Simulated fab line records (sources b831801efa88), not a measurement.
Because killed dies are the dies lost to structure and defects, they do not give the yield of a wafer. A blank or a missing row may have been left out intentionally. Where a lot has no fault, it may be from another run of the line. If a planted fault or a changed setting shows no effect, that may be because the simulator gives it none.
Which of the tools did it?	flow sfq line	43 wafers from 15 lots sampled at 4 of the route's 325 steps

## WHAT EACH GAUGE READ, for each wafer
SFQ_R5_OVL_MEAS_935.
lot	measured	on	R5_OVL (nm)
L213	day 56 20:35	overlay-02	7 9 6
L214	day 57 01:23	overlay-02	3 -4 -8
L215	day 57 05:00	overlay-02	-3 -8 -9
L217	day 57 09:47	overlay-02	-4 7 -4
L218	day 57 13:23	overlay-02	-5 -2 0
L220	day 57 22:59	overlay-02	11 -6 7
L223	day 62 17:51	overlay-02	-4 -6 -4
L226	day 64 06:33	overlay-02	-1 -8 -5
L227	day 64 09:02	overlay-02	-3 0
L228	day 64 22:25	overlay-02	1 2
L231	day 70 05:17	overlay-01	0 -2 3
L232	day 70 08:26	overlay-01	2 3 -1
L233	day 70 18:05	overlay-02	-2 -2 -8
L235	day 71 12:02	overlay-01	1 0 5
L236	day 71 19:41	overlay-01	-1 -2 5

SFQ_I5_OVL_MEAS_936.
lot	measured	on	I5_OVL (nm)
L213	day 58 04:59	overlay-02	2 0 -7
L214	day 60 03:47	overlay-01	-3 -4 -7
L215	day 60 09:42	overlay-01	0 5 -2
L217	day 60 14:29	overlay-02	-4 -2 2
L218	day 60 16:53	overlay-02	2 -5 -3
L220	day 60 22:53	overlay-02	-7 -6 -3
L223	day 63 03:27	overlay-02	-5 -6 -5
L226	day 64 18:38	overlay-02	3 -5 0
L227	day 64 21:02	overlay-02	-7 4
L228	day 65 07:50	overlay-02	-1 1
L231	day 70 09:38	overlay-01	10 6 7
L232	day 70 11:38	overlay-02	-2 0 -3
L233	day 70 21:17	overlay-02	3 3 7
L235	day 71 15:22	overlay-01	-4 -11 -5
L236	day 72 15:10	overlay-01	12 10 10

## TOOL THAT RAN EACH LOT (tool first, then ch and the chambers of the sampled wafers, then the start)
lot	SFQ_TRILAYER_JJ_TRILAYER_DEP_SPUTTER_110	SFQ_TRILAYER_R5_BARC_OPEN_METAL_ETCH_177
L213	pvd sputter-03, day 49 06:07	rie metal-02 ch 0,1, day 56 20:38
L214	pvd sputter-03, day 49 13:44	rie metal-04 ch 0,1, day 57 01:26
L215	pvd sputter-05, day 49 15:34	rie metal-02 ch 0,1, day 57 05:02
L217	pvd sputter-05, day 51 14:57	rie metal-01 ch 0,1, day 57 09:50
L218	pvd sputter-05, day 51 22:11	rie metal-02 ch 0,1, day 57 13:26
L220	pvd sputter-03, day 52 14:11	rie metal-01 ch 1, day 57 23:02
L223	pvd sputter-05, day 57 13:34	rie metal-01 ch 0,1, day 62 17:53
L226	pvd sputter-05, day 58 21:39	rie metal-02 ch 0,1, day 64 06:35
L227	pvd sputter-04, day 59 00:39	rie metal-02 ch 0,1, day 64 09:05
L228	pvd sputter-03, day 59 07:15	rie metal-02 ch 0,1, day 64 22:27
L231	pvd sputter-05, day 61 02:08	rie metal-01 ch 0,1, day 70 05:20
L232	pvd sputter-04, day 62 10:32	rie metal-01 ch 1, day 70 08:28
L233	pvd sputter-05, day 62 18:56	rie metal-02 ch 0,1, day 70 18:07
L235	pvd sputter-03, day 63 04:32	rie metal-04 ch 1, day 71 12:04
L236	pvd sputter-04, day 63 15:19	rie metal-02 ch 0,1, day 71 19:43
- SFQ_TRILAYER_JJ_TRILAYER_DEP_SPUTTER_110: material Al, target thk 8 nm, time 10 s.
- SFQ_TRILAYER_R5_BARC_OPEN_METAL_ETCH_177: etches BARC in O2, target depth 125 nm, time 41.7 s.

## WHAT THE TOOLS THEMSELVES READ (means of the sampled wafers that have a number; where no wafer has one, the mark that the record gives instead)
SFQ_TRILAYER_JJ_TRILAYER_DEP_SPUTTER_110.
lot	tool	throttle valve pct (%)
L213	pvd sputter-03	30.1
L214	pvd sputter-03	30.2
L215	pvd sputter-05	28.9
L217	pvd sputter-05	30.7
L218	pvd sputter-05	30.2
L220	pvd sputter-03	31.1
L223	pvd sputter-05	29.2
L226	pvd sputter-05	30.9
L227	pvd sputter-04	29.2
L228	pvd sputter-03	30.0
L231	pvd sputter-05	29.7
L232	pvd sputter-04	28.8
L233	pvd sputter-05	31.1
L235	pvd sputter-03	29.7
L236	pvd sputter-04	28.6

SFQ_TRILAYER_R5_BARC_OPEN_METAL_ETCH_177.
lot	tool	drypump motor current A (A)	oes product au (a.u.)	run length s (s)
L213	rie metal-02	5.80	0.687	70.4
L214	rie metal-04	5.39	0.684	69.8
L215	rie metal-02	5.80	0.680	70.4
L217	rie metal-01	5.85	0.686	69.6
L218	rie metal-02	5.81	0.684	70.4
L220	rie metal-01	6.11	0.687	69.6
L223	rie metal-01	5.83	0.692	69.8
L226	rie metal-02	5.72	0.712	68.7
L227	rie metal-02	5.77	0.721	67.9
L228	rie metal-02	5.77	0.728	68.0
L231	rie metal-01	5.58	0.687	69.8
L232	rie metal-01	6.09	0.682	70.0
L233	rie metal-02	5.73	0.688	70.5
L235	rie metal-04	5.18	0.682	69.3
L236	rie metal-02	5.82	0.687	70.4

## THE ANSWER, worked out from the rows above alone
Rule: usual is defined by the lots themselves. The widest of any qualifying gaps counts: lots, ordered by their means at a reading, are off when they make up no more than a third of the lots, leave a main group of 4 or more, and stand apart from it by 3 or more times the standard deviation of that group's means. A main group is skipped when, at the precision printed for the reading in the tables above, its means are all equal. Also off: a lot with no number at a reading for which 4 or more lots have one. The other lots that the step has rows for count as sound. Order of review: gauges by route order, followed by the tools' own readings, for which a lot's mean as printed above is used. At the first step where some lot is off, the reading lying furthest off is the one used; lots without a number count as furthest.
Off at SFQ_TRILAYER_R5_BARC_OPEN_METAL_ETCH_177 (oes product au): L226, L227, L228. Main group: mean 0.685 a.u., sd 0.0031.
If a tool, at that step or one of the process steps before it, ran each lot that is off and ran no sound lot following the first of them, it fits. Of those tried, none fits.

## WHAT WAS PUT IN BY THE SIMULATOR
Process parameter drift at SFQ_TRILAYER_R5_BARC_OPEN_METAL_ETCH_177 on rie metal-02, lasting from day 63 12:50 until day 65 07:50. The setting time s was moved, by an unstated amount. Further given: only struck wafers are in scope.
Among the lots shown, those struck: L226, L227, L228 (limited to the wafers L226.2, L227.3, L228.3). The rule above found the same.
